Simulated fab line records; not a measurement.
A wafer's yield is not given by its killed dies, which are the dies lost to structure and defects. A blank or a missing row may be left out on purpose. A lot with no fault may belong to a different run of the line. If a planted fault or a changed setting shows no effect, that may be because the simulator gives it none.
Which tool did it? + flow sky130 + 11 lots, 33 wafers sampled, at 3 steps of a route of 708

## WHAT EACH GAUGE READ, for each wafer
SKY_LDD_LDN_OVL_MEAS_07.
| lot  | measured     | on         | LDD_LDN_OVL (nm) |
|------|--------------|------------|------------------|
| L130 | day 23 00:27 | overlay-02 | 1.3 -0.5 0.8     |
| L131 | day 24 06:11 | overlay-01 | -0.6 -1.9 0.5    |
| L136 | day 24 20:59 | overlay-02 | -0.9 -0.4 0.4    |
| L138 | day 26 07:35 | overlay-01 | 0.7 1.5 1.2      |
| L139 | day 26 06:59 | overlay-01 | -1.6 0.1 -0.2    |
| L140 | day 26 15:13 | overlay-02 | 0.0 0.2 0.4      |
| L141 | day 27 11:20 | overlay-02 | 2.1 1.4 1.7      |
| L143 | day 27 18:42 | overlay-02 | - - -            |
| L150 | day 29 22:24 | overlay-01 | 0.3 0.3 -1.1     |
| L151 | day 32 03:34 | overlay-01 | 1.4 -0.4 -0.9    |
| L152 | day 31 23:37 | overlay-01 | -1.7 -3.1 -2.6   |

## WHICH TOOL RAN EACH LOT (tool, then ch and the chambers of the sampled wafers, then the start)
| lot  | SKY_RES_PROTECT_STRIP_07             | SKY_LDD_LDN_EXPOSE_04               |
|------|--------------------------------------|-------------------------------------|
| L130 | plasma asher-02 ch 0,1, day 15 08:27 | iline stepper-01 ch 0, day 22 08:38 |
| L131 | plasma asher-03 ch 0,1, day 16 04:44 | iline stepper-01 ch 0, day 23 14:44 |
| L136 | plasma asher-04 ch 0,1, day 17 01:58 | iline stepper-01 ch 0, day 24 07:00 |
| L138 | plasma asher-03 ch 0,1, day 18 11:49 | iline stepper-01 ch 0, day 25 17:24 |
| L139 | plasma asher-04 ch 0,1, day 18 11:13 | iline stepper-01 ch 0, day 25 16:59 |
| L140 | plasma asher-02 ch 0,1, day 18 21:08 | iline stepper-01 ch 0, day 26 01:13 |
| L141 | plasma asher-04 ch 0,1, day 19 15:40 | iline stepper-01 ch 0, day 26 20:48 |
| L143 | plasma asher-04 ch 0,1, day 20 02:06 | iline stepper-01 ch 0, day 27 04:35 |
| L150 | plasma asher-03 ch 0,1, day 22 06:58 | iline stepper-01 ch 0, day 29 08:27 |
| L151 | plasma asher-02 ch 0,1, day 24 17:55 | iline stepper-02 ch 0, day 31 14:01 |
| L152 | plasma asher-02 ch 0,1, day 24 15:01 | iline stepper-02 ch 0, day 31 08:59 |
- SKY_RES_PROTECT_STRIP_07: strips in O2/N2.
- SKY_LDD_LDN_EXPOSE_04: exposes mask LDNTM, target cd 700 nm.

## THE ANSWER, worked out from the rows above alone
Rule: what is usual is taken from the lots themselves. Put in order of their means at a reading, lots are off if they are a third of the lots or fewer, leave a main group of 4 or more, and stand apart from it by a gap of 3 or more times the standard deviation of the main group's means; of several such gaps the widest counts. A main group is skipped when, at the precision printed for the reading in the tables above, its means are all equal. Also off: a lot with no number at a reading for which 4 or more lots have one. The other lots that the step has rows for count as sound.
Off: L143, at SKY_LDD_LDN_OVL_MEAS_07 (LDD_LDN_OVL). Without a number there: L143. The main group: mean -0.1 nm, standard deviation 1.1.
A tool fits if, at a process step before that reading, it ran every lot that is off, and no sound lot after the first of them. The gauges at SKY_LDD_LDN_OVL_MEAS_07 are tried like those tools. Undecided on this evidence; 2 tools fit (plasma asher-04 at SKY_RES_PROTECT_STRIP_07, overlay-02 at SKY_LDD_LDN_OVL_MEAS_07).

## WHAT THE SIMULATOR HAD PUT IN
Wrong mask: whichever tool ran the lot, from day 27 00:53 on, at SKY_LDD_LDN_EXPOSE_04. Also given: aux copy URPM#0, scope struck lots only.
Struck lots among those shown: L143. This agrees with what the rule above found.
